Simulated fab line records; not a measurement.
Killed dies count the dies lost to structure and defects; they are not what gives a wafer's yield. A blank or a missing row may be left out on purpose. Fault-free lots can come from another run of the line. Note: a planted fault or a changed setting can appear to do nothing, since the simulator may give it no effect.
Comparing a struck lot with a sound one / flow sky130 / 14 steps out of a route of 708
Sound: the wafers L431.1, L431.5, L431.6. Wafers L423.2, L423.3, L423.6 were the ones struck. The cause comes at the end.
Each step with rows lists, per side, the tool, then ch with its chambers, then its first start. Under that, the readings that differ: sound wafers / struck wafers / difference of the means / sigmas: that difference in standard deviations of wafers without a fault.
alike: a reading whose means differ by less than 2 such deviations, as well as words and numbers matching on both sides. not compared: withheld readings; readings where some wafer has no value; bounds like >300 that might hide an equal value; numbers whose values overlap and for which the record gives no deviation.
A row with sigmas, a row that says differs or no value, or rows on one side alone: a step with any of these is where the two part. Numbers that have no deviation but don't overlap get no sigmas and don't part them. A reading that every wafer of one side lacks parts them only if that side has two wafers or more.

first, 3 steps without rows for these wafers: SKY_METAL1_EXPOSE_12 (exposes mask MM1, target cd 140 nm); SKY_METAL1_PEB_13; SKY_METAL1_DEVELOP_14 (develop time 60 s).
SKY_METAL1_CD_MEAS_15: target cd 140 nm.
  sound on cdSem-02 at day 39 03:56; struck on cdSem-01 at day 37 05:42
  alike: cdNm
SKY_METAL1_OVL_MEAS_16:
  sound on overlay-01 at day 39 04:03; struck on overlay-02 at day 37 05:49
  alike: METAL1_OVL
SKY_METAL1_DESCUM_17: chemistry O2, time 8 s.
  sound on rieMetal-03 ch 0,1, day 39 04:05; struck on rieMetal-04 ch 1, day 37 05:50
  alike: drypumpMotorCurrentA, oesProductAu, rfFwdPowerW
  not compared: rfHoursCounterH
SKY_METAL1_ETCH_18: etches BARC in N2/H2, stops on SiO2, time 45.9 s, target depth 60 nm.
  sound on rieMetal-03 ch 0,1, day 39 04:07; struck on rieMetal-04 ch 1, day 37 05:52
  alike: drypumpMotorCurrentA, n2FlowSccm, oesProductAu, rfFwdPowerW, throttleValvePct
  not compared: rfHoursCounterH
SKY_METAL1_METAL_ETCH_19: etches the open film in Cl2/BCl3, stops on SiO2, target depth 360 nm, time 78 s.
  sound on rieMetal-03 ch 0,1, day 39 04:11; struck on rieMetal-04 ch 1, day 37 05:56
  alike: drypumpMotorCurrentA, oesProductAu, rfFwdPowerW, throttleValvePct
  not compared: rfHoursCounterH
SKY_METAL1_STRIP_20: strips in O2/N2.
  sound on plasmaAsher-02 ch 0,1, day 39 04:16; struck on plasmaAsher-02 ch 0,1, day 37 06:01
  alike: drypumpMotorCurrentA, n2FlowSccm, oesProductAu, stripTimeToEndpointS
  not compared: rfHoursCounterH
then, 3 steps without rows for these wafers: SKY_METAL1_STRIP_21 (strips in post etch residue remover, time 1200 s); SKY_METAL1_CLEAN_22 (cleans in IPA, time 180 s); SKY_METAL1_CLEAN_23 (cleans in O3/DIW).
SKY_VIA1_HDPCVD_00: deposits SiO2, target thk 1030 nm, time 171.7 s.
  sound on hdpcvd-01 ch 0,1, day 39 04:52; struck on hdpcvd-01 ch 0,1,2, day 37 06:37
  no value came back on the struck wafers for pressureMtorr (mTorr), runLengthS (s), susceptorTempC (C); on the sound wafers pressureMtorr (mTorr) reads 5.993 6.005 5.992
SKY_PAD_OPEN_PROBE_99:
  the record holds rows for the sound wafers here (prober-01, day 50 18:22) but none for the struck ones

== WHERE THEY PART ==
First at SKY_VIA1_HDPCVD_00; last, within this record, at SKY_PAD_OPEN_PROBE_99.

WHY: what had been put in by the simulator
Beginning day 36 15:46, the whole step at SKY_VIA1_HDPCVD_00 was skipped on hdpcvd-01. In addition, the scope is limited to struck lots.
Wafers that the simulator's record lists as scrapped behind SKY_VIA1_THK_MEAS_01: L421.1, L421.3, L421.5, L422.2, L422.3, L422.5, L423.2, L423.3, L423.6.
